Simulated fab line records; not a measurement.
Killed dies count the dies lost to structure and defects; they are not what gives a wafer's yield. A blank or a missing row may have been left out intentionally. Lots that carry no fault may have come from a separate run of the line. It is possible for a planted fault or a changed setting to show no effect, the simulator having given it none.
Which tool was responsible?    flow sky130    at 1 step of a route of 708, 11 lots with 33 wafers sampled

WHAT EACH GAUGE READ, for each wafer
SKY_FIELD_ISO_BOW_MEAS_00. Usual: INCOMING_BOW typically reads 0 um, with standard deviation 6.9.
lot   measured     on            INCOMING_BOW (um)  flag
L535  day 1 10:00  filmMetro-02  -18 -5 -7          
L536  day 1 15:01  filmMetro-01  -6 5 1             
L538  day 2 01:00  filmMetro-02  -3 -4 -7           
L540  day 2 11:01  filmMetro-02  -16 1 0            
L543  day 3 02:00  filmMetro-02  8 11 0             
L545  day 3 12:00  filmMetro-01  7 -1 -2            
L547  day 3 22:01  filmMetro-02  -1 -2 -6           
L551  day 4 18:02  filmMetro-04  2 3 -3             
L552  day 4 23:02  filmMetro-02  10 7 1             
L553  day 5 04:01  filmMetro-04  3 1 0              
L556  day 5 19:00  filmMetro-02  -2 -6 -12          

EACH LOT AND THE TOOL THAT RAN IT (in order: tool; ch and the chambers of the sampled wafers; start)
No process step before these readings appears in the record.

AS READ BY THE TOOLS THEMSELVES (means over the sampled wafers that have a number; for cases with no such wafer, the mark the record gives instead)
The record holds no such reading with a usual standard deviation.

THE ANSWER, worked out from the rows above alone
Rule: a lot counts as off when the mean over its wafers that have a number is more than 3 standard deviations away from the usual mean. Also off: a lot with no number at a reading for which 4 or more lots have one. Any other lot the step has rows for is counted as sound. After the gauges, taken in route order, come the tools' own readings; for these a lot's mean is taken, as printed above. The first step at which some lot is off is used, and at that step the reading that is off furthest; a lot without a number counts as furthest.
Nothing can be told from this: no lot is off at any reading shown.

WHAT THE SIMULATOR PUT IN
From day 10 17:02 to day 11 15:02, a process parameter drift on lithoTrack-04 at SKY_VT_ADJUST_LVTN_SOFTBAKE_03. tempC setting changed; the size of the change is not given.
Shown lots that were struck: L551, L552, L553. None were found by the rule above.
